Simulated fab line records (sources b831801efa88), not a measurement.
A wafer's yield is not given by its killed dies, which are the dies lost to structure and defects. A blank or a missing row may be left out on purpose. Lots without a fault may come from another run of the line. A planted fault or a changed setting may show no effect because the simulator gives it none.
A lot that was struck, set against a sound lot ; flow sky130 ; 15 out of 708 route steps
Sound: the wafers L774.1, L774.4, L774.6. Struck: wafers L776.2, L776.3, L776.5. At the end, the cause is stated.
Order at every step that has rows: each side's tool, ch and its chambers, its first start. Under that, the readings that differ: sound wafers ; struck wafers ; difference of the means ; sigmas: that difference in standard deviations of wafers without a fault.
alike: readings with means less than 2 such deviations apart, plus words and numbers identical on both sides. not compared: withheld readings, readings lacking a value on some wafer, bounds such as >300 that could conceal the same value, and numbers that have no deviation in the record and whose values overlap.
The two part at a step that has a row with sigmas, a row that says differs or no value, or rows on one side only. Numbers that don't overlap but have no deviation are shown without sigmas and don't part them. A reading missing from all wafers of one side parts the sides only when that side holds two or more wafers.

SKY_LDD_HVP_TW_MEAS_10:
  sound on film metro-03 at day 24 18:13; struck on film metro-04 at day 24 23:11
  alike: LDD_HVP_TW
then, 7 steps without rows for these wafers: SKY_LDD_LDN_DEHYDRATE_00 (time 60 s); SKY_LDD_LDN_HMDS_01 (prime time 60 s); SKY_LDD_LDN_COAT_02 (resist thk 1140 nm); SKY_LDD_LDN_SOFTBAKE_03 (time 60 s); SKY_LDD_LDN_EXPOSE_04 (exposes mask LDNTM, target cd 700 nm); SKY_LDD_LDN_PEB_05; SKY_LDD_LDN_DEVELOP_06 (develop time 60 s).
SKY_LDD_LDN_OVL_MEAS_07:
  sound on overlay-02 at day 26 00:15; struck on overlay-01 at day 26 05:11
reading;sound;struck;difference;sigmas
LDD_LDN_OVL (nm);4.3 2.5 3.6;0.2 0.2 -0.6;-3.5;-3
then, 3 steps without rows for these wafers: SKY_LDD_LDN_IMPLANT_08; SKY_LDD_LDN_IMPLANT_09; SKY_LDD_LDN_IMPLANT_10.
SKY_LDD_LDN_IMPLANT_11:
  sound on implanter-03 ch 0, day 26 00:44; struck on implanter-01 ch 0, day 26 05:42
reading;sound;struck;difference;sigmas
dose ions cm2;1.248e+13 1.2495e+13 1.2477e+13;1.3487e+13 1.3509e+13 1.3481e+13;+1.0083e+12;+78
faraday current uA;69.4 69.4 70.4;76.8 78.0 74.1;+6.6;+5
  alike: end station pressure torr
SKY_LDD_LDN_STRIP_12: strips in O2/N2.
  sound on plasma asher-01 ch 0, day 26 00:53; struck on plasma asher-01 ch 0,1, day 26 05:49
reading;sound;struck;difference;sigmas
oes product au (a.u.);0.713 0.711 0.707;0.712 0.723 0.724;+0.009;+2
  alike: drypump motor current A, o2 flow sccm, strip time to endpoint s
  not compared: rf hours counter h
next, for these wafers, 1 step has no rows: SKY_PAD_OPEN_PROBE_99.

== WHERE THEY PART ==
First at SKY_LDD_LDN_OVL_MEAS_07; last, within this record, at SKY_LDD_LDN_STRIP_12.

WHY: whatever the simulator had introduced
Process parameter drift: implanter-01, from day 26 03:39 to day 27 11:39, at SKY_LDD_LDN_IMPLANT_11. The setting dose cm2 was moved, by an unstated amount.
